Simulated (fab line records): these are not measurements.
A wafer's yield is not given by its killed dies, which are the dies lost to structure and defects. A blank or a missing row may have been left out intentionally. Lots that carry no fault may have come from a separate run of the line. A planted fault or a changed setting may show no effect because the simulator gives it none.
fab line records -- flow sfqLine
record lots=5, wafers=15, lastDay=78
route steps=325 shown I3@147 M4@148
lots that met no fault: taken from a fault-free run of the same line
startH: hours from the record's first day to the start of the lot's first wafer shown -- waitH: time in hours since the lot's previous step -- " identical to the entry in the row above -- L1.1+2: a row that stands for several wafers -- - either no value or no given start -- * or withheld: withheld -- < > ~ a bound
route shown NAME@n: a module of which the file shows steps, and the number in the route of the first -- usual: the fault-free wafers' mean and standard deviation -- same: alike in all rows -- chamber/n: place in a boat -- sites: per-site readings -- _std_site: standard deviation of those values -- _edge_site: inner sites' mean taken away from outer sites' mean -- radiusMm: how far each site lies from the wafer's centre -- mask NAME#n: copy n -- behind: the most recent tool/chamber to have shaped the wafer -- hold: cause of the lot's hold/its duration in hours/its outcome -- device: whichever transistor did not switch (one of n, p or np) -- end of line: the tests these same wafers got at the end of their route -- step lacking rows: just its recipe -- killed: the dies lost at the first sort to structure and to defects; this is not the yield of the wafer -- map: per-die view of a wafer (x killed, . not killed, _ where there is no die)
set.NAME: the run value of the setting; set.NAME@STEP: its run value at that earlier step -- model.NAME: the simulator's own value behind a step, which no gauge read
a table for each step, a row for each wafer; lots at some steps of the route
services: when a tool's chamber went out of use (startH, in hours from the record's first day, below 0 if earlier), for how many hours, and the reason
## steps
# step SFQ_TRILAYER_I3_VIA_STRIP_SOLV_CLEAN_090
# recipe chemistry=NMP, tempC=70, timeS=600
# step SFQ_TRILAYER_M4_DEP_PRE_CLEAN_092
# recipe gas=Ar, timeS=22.5, biasV=250
# step SFQ_TRILAYER_M4_DEP_SPUTTER_091
# recipe material=Nb, basePressurePa=1.33e-06, chamberPressurePa=0.1333, substrateTempC=20, resputterCathodeVoltageV=400, targetThkNm=200, powerW=2000, timeS=133.3
# usual throttleValvePct=29.7/0.64
lot.wafer,tool,chamber,startH,waitH,throttleValvePct
L685.3,pvdSputter-05,-,754.91,0.0,30.6
L685.4,pvdSputter-05,-,754.91,0.0,29.9
L685.5,pvdSputter-05,-,754.91,0.0,30.5
L694.3,pvdSputter-04,-,847.74,0.0,29.8
L694.4,pvdSputter-04,-,847.74,0.0,30.3
L694.5,pvdSputter-04,-,847.74,0.0,29.8
L702.2,pvdSputter-05,-,914.57,0.0,29.7
L702.5,pvdSputter-05,-,914.57,0.0,29.3
L702.6,pvdSputter-05,-,914.57,0.0,30.1
L705.2,pvdSputter-05,-,949.52,0.0,29.7
L705.5,pvdSputter-05,-,949.52,0.0,29.7
L705.6,pvdSputter-05,-,949.52,0.0,29.8
L706.2,pvdSputter-06,-,951.95,0.0,28.1
L706.3,pvdSputter-06,-,951.95,0.0,29.6
L706.6,pvdSputter-06,-,951.95,0.0,29.9
# step SFQ_M4_RS_MEAS_924
# recipe thkMeasGauge=four-point-probe, reads=Nb_of_TRILAYER_M4_DEP_SPUTTER_091
# usual M4_NB_RS=0.890/0.01
lot.wafer,tool,chamber,startH,waitH,M4_NB_RS[ohm/sq]
L685.3,filmMetro-02,-,755.04,0.1,0.877
L685.4,filmMetro-02,-,755.04,0.1,0.881
L685.5,filmMetro-02,-,755.04,0.1,0.875
L694.3,filmMetro-03,-,847.88,0.1,0.896
L694.4,filmMetro-03,-,847.88,0.1,0.883
L694.5,filmMetro-03,-,847.88,0.1,0.902
L702.2,filmMetro-03,-,914.68,0.1,0.881
L702.5,filmMetro-03,-,914.68,0.1,0.888
L702.6,filmMetro-03,-,914.68,0.1,0.901
L705.2,filmMetro-01,-,949.64,0.1,0.894
L705.5,filmMetro-01,-,949.64,0.1,0.890
L705.6,filmMetro-01,-,949.64,0.1,0.879
L706.2,filmMetro-01,-,952.06,0.1,0.881
L706.3,filmMetro-01,-,952.06,0.1,0.888
L706.6,filmMetro-01,-,952.06,0.1,0.882
# step SFQ_TRILAYER_M4_LITHO_COAT_098
# recipe resist=BARC, spinRpm=3000, resistThkNm=62
# step SFQ_TRILAYER_M4_LITHO_COAT_093
# recipe resist=KrF, spinRpm=3000, resistThkNm=600
# step SFQ_TRILAYER_M4_LITHO_SOFTBAKE_097
# recipe tempC=withheld, timeS=withheld, resist=KrF
# step SFQ_TRILAYER_M4_LITHO_EXPOSE_094
# recipe maskId=M4, na=0.6, sourceShape=conventional, sigmaOuter=0.65, targetCdNm=500, doseMj=14.4
# step SFQ_TRILAYER_M4_LITHO_PEB_096
# recipe pebTempC=115, pebTimeS=60, resist=KrF
# step SFQ_TRILAYER_M4_LITHO_DEVELOP_095
# recipe timeS=60, resist=KrF
# step SFQ_M4_OVL_MEAS_926
# usual M4_OVL=0/6.5
lot.wafer,tool,chamber,startH,waitH,M4_OVL[nm]
L685.3,overlay-01,-,824.07,0.1,1
L685.4,overlay-01,-,824.07,0.1,-12
L685.5,overlay-01,-,824.07,0.1,-2
L694.3,overlay-02,-,909.92,0.1,-7
L694.4,overlay-02,-,909.92,0.1,-9
L694.5,overlay-02,-,909.92,0.1,-5
L702.2,overlay-01,-,966.21,0.1,2
L702.5,overlay-01,-,966.21,0.1,9
L702.6,overlay-01,-,966.21,0.1,6
L705.2,overlay-01,-,996.21,0.1,2
L705.5,overlay-01,-,996.21,0.1,9
L705.6,overlay-01,-,996.21,0.1,2
L706.2,overlay-01,-,998.61,0.1,-11
L706.3,overlay-01,-,998.61,0.1,-9
L706.6,overlay-01,-,998.61,0.1,-10
# step SFQ_TRILAYER_M4_BARC_OPEN_METAL_ETCH_123
# recipe maskMaterial=PR, chemistry=O2, targetDepthNm=125, target=BARC, icpW=600, biasW=80, pressureMtorr=10, timeS=41.7
# usual chamberPressureMTorr=9.998/0.0097, drypumpMotorCurrentA=5.97/0.27, heBacksideLeakSccm=3.53/0.27, oesProductAu=0.685/0.0047, rfFwdPowerW=593.7/2.7, runLengthS=70.0/0.78
lot.wafer,tool,chamber,startH,waitH,chamberPressureMTorr,drypumpMotorCurrentA,heBacksideLeakSccm,oesProductAu,rfFwdPowerW,rfHoursCounterH,runLengthS,model.KrF_of_TRILAYER_M4_LITHO_COAT_093.thkNm
L685.3,rieMetal-01,0,824.11,0.0,9.994,6.19,3.53,0.683,596.2,-,69.6,525.2
L685.4,rieMetal-01,1,824.11,0.0,10.000,6.32,3.33,0.680,596.6,-,69.4,523.3
L685.5,rieMetal-01,1,824.11,0.0,9.989,6.35,3.50,0.680,596.2,-,69.1,523
L694.3,rieMetal-02,1,909.96,0.0,9.994,5.76,4.02,0.693,592.8,-,69.9,521.7
L694.4,rieMetal-02,0,909.96,0.0,9.996,5.55,3.37,0.690,587.8,-,70.3,521.2
L694.5,rieMetal-02,1,909.96,0.0,10.002,5.76,3.89,0.684,590.6,-,69.8,519.9
L702.2,rieMetal-01,1,966.24,0.0,9.991,6.33,3.47,0.747,-,145,64.5,532.9
L702.5,rieMetal-01,0,966.24,0.0,9.981,6.18,3.65,0.684,592.9,-,70.0,524.8
L702.6,rieMetal-01,1,966.24,0.0,10.007,6.33,3.39,0.680,594.6,-,69.1,524.5
L705.2,rieMetal-02,0,996.26,0.1,10.004,5.56,3.53,0.681,588.8,-,73.0,524.9
L705.5,rieMetal-02,0,996.26,0.1,9.999,5.57,3.62,0.690,591.7,-,73.3,524.6
L705.6,rieMetal-02,0,996.26,0.1,9.999,5.58,3.61,0.686,590.2,-,73.2,525
L706.2,rieMetal-04,1,998.64,0.0,10.002,6.07,3.64,0.683,596.7,25,69.3,525.9
L706.3,rieMetal-04,1,998.64,0.0,10.001,6.08,3.72,0.681,597.2,-,69.7,526.5
L706.6,rieMetal-04,0,998.64,0.0,9.995,5.86,3.35,0.682,596.0,-,70.4,527.5
# step SFQ_TRILAYER_M4_ETCH_METAL_ETCH_096
# recipe target=Nb, stopOn=SiO2, maskMaterial=PR, chemistry=Cl2/Ar, targetDepthNm=240, icpW=600, biasW=80, pressureMtorr=10, timeS=120
# usual chamberPressureMTorr=10.001/0.0097, drypumpMotorCurrentA=5.97/0.27, heBacksideLeakSccm=3.6/0.36, oesProductAu=0.894/0.0074, rfFwdPowerW=597.1/2, runLengthS=148.2/0.77
lot.wafer,tool,chamber,startH,waitH,chamberPressureMTorr,drypumpMotorCurrentA,heBacksideLeakSccm,oesProductAu,rfFwdPowerW,rfHoursCounterH,runLengthS,model.KrF_of_TRILAYER_M4_LITHO_COAT_093.thkNm
L685.3,rieMetal-01,0,824.20,0.1,10.023,6.24,3.4,0.906,596.6,-,147.9,387.3
L685.4,rieMetal-01,1,824.20,0.1,10.006,6.29,3.4,0.908,598.1,-,147.8,382.6
L685.5,rieMetal-01,1,824.20,0.1,9.996,6.33,3.4,0.905,598.4,-,148.0,383
L694.3,rieMetal-02,1,910.05,0.1,10.005,5.78,3.9,0.891,596.1,-,148.4,377.9
L694.4,rieMetal-02,0,910.05,0.1,10.000,5.55,3.4,0.899,600.6,-,148.4,379.8
L694.5,rieMetal-02,1,910.05,0.1,10.013,5.84,3.6,0.888,594.5,-,148.4,375.5
L702.2,rieMetal-01,1,966.30,0.0,10.001,6.29,3.2,0.892,598.4,145,147.5,393
L702.5,rieMetal-01,0,966.30,0.0,9.999,6.22,3.5,0.905,596.4,-,148.7,382.8
L702.6,rieMetal-01,1,966.30,0.0,9.989,6.32,6.6,0.888,597.8,-,147.9,384.3
L705.2,rieMetal-02,0,996.45,0.2,9.999,5.55,4.9,0.890,596.0,-,151.5,383.8
L705.5,rieMetal-02,0,996.45,0.2,10.005,5.57,3.3,0.887,595.0,-,151.5,383.8
L705.6,rieMetal-02,0,996.45,0.2,10.002,5.55,3.1,0.898,594.2,-,151.2,383.8
L706.2,rieMetal-04,1,998.70,0.0,9.997,6.07,3.6,0.892,598.1,25,147.6,389.3
L706.3,rieMetal-04,1,998.70,0.0,10.015,6.03,3.6,0.902,596.9,-,147.7,390.6
L706.6,rieMetal-04,0,998.70,0.0,10.007,5.89,3.5,0.897,594.8,-,148.5,388.6
# step SFQ_TRILAYER_M4_STRIP_STRIP_097
# recipe gas=O2, powerW=200, platenTempC=40, overashFraction=0.65, chemistry=O2, pressureMtorr=50
# usual chamberPressureMTorr=49.99/0.046, drypumpMotorCurrentA=5.97/0.27, heBacksideLeakSccm=3.56/0.29, oesProductAu=0.991/0.011
lot.wafer,tool,chamber,startH,waitH,chamberPressureMTorr,drypumpMotorCurrentA,heBacksideLeakSccm,oesProductAu,rfHoursCounterH
L685.3,rieMetal-01,0,824.48,0.2,50.01,6.23,3.46,0.983,-
L685.4,rieMetal-01,1,824.48,0.2,50.01,6.36,3.43,1.008,-
L685.5,rieMetal-01,1,824.48,0.2,50.07,6.28,3.30,1.000,-
L694.3,rieMetal-02,1,910.33,0.2,50.02,5.78,3.66,1.007,-
L694.4,rieMetal-02,0,910.33,0.2,50.07,5.60,3.27,0.988,-
L694.5,rieMetal-02,1,910.33,0.2,50.08,5.79,3.86,1.003,-
L702.2,rieMetal-01,1,966.42,0.1,50.01,6.33,3.36,0.992,145
L702.5,rieMetal-01,0,966.42,0.1,49.95,6.19,3.54,0.989,-
L702.6,rieMetal-01,1,966.42,0.1,49.95,6.30,3.30,0.995,-
L705.2,rieMetal-02,0,997.00,0.5,50.00,5.57,3.27,0.982,-
L705.5,rieMetal-02,0,997.00,0.5,50.00,5.61,3.37,0.994,-
L705.6,rieMetal-02,0,997.00,0.5,49.94,5.56,3.46,0.995,-
L706.2,rieMetal-04,1,998.82,0.1,50.02,6.07,3.69,0.973,25
L706.3,rieMetal-04,1,998.82,0.1,50.07,6.09,3.69,0.980,-
L706.6,rieMetal-04,0,998.82,0.1,50.08,5.83,3.50,0.991,-
## services
tool,chamber,startH,hours,kind
pvdSputter-06,-,741.28,2.0,repair
rieMetal-02,-,749.28,2.8,pm
pvdSputter-06,-,754.81,2.0,repair
rieMetal-04,1,782.74,5.4,repair
rieMetal-04,-,826.84,1.4,pm
pvdSputter-04,-,831.97,1.9,repair
rieMetal-04,1,836.92,-,clean
rieMetal-04,1,836.92,18.4,scheduledDown
rieMetal-04,1,836.92,18.4,ventCycle
pvdSputter-05,-,895.42,5.0,repair
pvdSputter-04,-,931.63,1.2,repair
pvdSputter-06,3,937.21,-,consumableReplace:kit
pvdSputter-06,3,937.21,18.0,scheduledDown
pvdSputter-06,3,937.21,18.0,ventCycle
pvdSputter-06,-,952.90,5.7,repair
pvdSputter-06,-,972.97,1.6,repair
rieMetal-04,1,980.50,10.8,repair
rieMetal-02,1,986.23,-,clean
rieMetal-02,1,986.23,22.3,scheduledDown
rieMetal-02,1,986.23,22.3,ventCycle
## key
firstSign step=SFQ_TRILAYER_M4_BARC_OPEN_METAL_ETCH_123, reading=oesProductAu, direction=up, sigmas=13, usual=0.685, struck=0.747
effect step=SFQ_TRILAYER_M4_BARC_OPEN_METAL_ETCH_123, reading=runLengthS, direction=down, sigmas=6.9, usual=*, struck=*
modelEffect step=SFQ_TRILAYER_M4_BARC_OPEN_METAL_ETCH_123, value=KrF_of_TRILAYER_M4_LITHO_COAT_093.thkNm, without=527.3, struck=532.9
modelEffect step=SFQ_TRILAYER_M4_ETCH_METAL_ETCH_096, value=KrF_of_TRILAYER_M4_LITHO_COAT_093.thkNm, without=387.4, struck=393
metAt SFQ_TRILAYER_M4_BARC_OPEN_METAL_ETCH_123
struckWafers L702.2
onsetBetween 824.11 966.24
fault kind=processParameterDrift, tool=rieMetal-01, chamber=-, onsetH=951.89, steps=SFQ_TRILAYER_M4_BARC_OPEN_METAL_ETCH_123, channel=timeS, offset=*, shape=step, endH=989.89, scope=struckWafersOnly, actsIn=*, stated=*
